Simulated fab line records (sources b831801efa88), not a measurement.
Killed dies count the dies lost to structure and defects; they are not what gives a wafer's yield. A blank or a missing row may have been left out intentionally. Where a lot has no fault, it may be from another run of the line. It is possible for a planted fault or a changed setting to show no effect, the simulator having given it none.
Code-filled problem report in 8D (eight disciplines) form :: flow sfqLine :: the parts of the form that need people (team, actions taken, sign-off) are left out

1. THE PROBLEM
At SFQ_TRILAYER_R5_LITHO_EXPOSE_137, exposureDoseMJCm2 averages 13.507 over 12 wafers from 4 lots, while fault-free wafers read 14.402, standard deviation 0.015. That is -60 standard deviations from the usual mean.
The step: exposes mask R5, target cd 500 nm.
First seen on wafer L443.4, day 71 04:04, on krfScanner-02. Wafers with a number at this step in the record: 48, from 16 lots. Rule for "out", or "out of limits": more than 4 standard deviations from the usual mean. The other wafers with a number count as sound.

2. WHAT IT IS, WHAT IT ISN'T
question: which readings at this step
is: exposureDoseMJCm2
is not: -

question: which lots
is: L443, L444, L445, L446
is not: L438, L440, L441, L442, L453, L454, L456, L457, L458, L459, L460, L461

question: which wafers of those lots
is: all that have a number
is not: -

question: read on which tools
is: krfScanner-02
is not: krfScanner-01

question: when
is: from day 71 04:04
is not: up to then (12 sound wafers); but 24 sound wafers of L453, L454, L456, L457, L458, L459, L460, L461 came after

3. WHAT RULES OUT EACH SUSPECT
Counting: a tool at any process step up to the reading remains a suspect when it ran all the lots that are out and ran no sound lot after the first of those.
- krfScanner-02 at SFQ_TRILAYER_R5_LITHO_EXPOSE_137 (exposes mask R5, target cd 500 nm): kept. All lots that are out passed through it, beginning with L443 at day 71 04:04, and no sound lot followed; its final sound lot before that point was L442 at day 70 10:56. Its own exposureDoseMJCm2 readings are out on those wafers.
The count leaves krfScanner-02 at SFQ_TRILAYER_R5_LITHO_EXPOSE_137.

4. THE CAUSE (what the simulator had put in)
Process parameters drifting: krfScanner-02 at SFQ_TRILAYER_R5_LITHO_EXPOSE_137, beginning at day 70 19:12. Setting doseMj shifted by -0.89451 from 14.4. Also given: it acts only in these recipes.
After counting, this tool was the only one left.

5. THE EFFECT CHAIN, in route order
Rows list readings where the struck wafers' mean (over those with a number) sits beyond 3 standard deviations from the usual. Scope: only readings with a usual standard deviation given in the record; hours: median across lots of the time from each lot's start at the first step in this table that gives one to its start at this step; sigmas: change in usual standard deviations.
hours: 0
step: SFQ_TRILAYER_R5_LITHO_EXPOSE_137
reading: exposureDoseMJCm2
usual: 14.402
on struck wafers: 13.507
change: -0.895
sigmas: -60
Here are the process steps it includes:
- SFQ_TRILAYER_R5_LITHO_EXPOSE_137: exposes mask R5, target cd 500 nm.

6. HOW IT WOULD HAVE BEEN CAUGHT EARLIER
First out-of-limits reading in this record: day 71 04:04, which is 9 hours after fault onset at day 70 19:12.
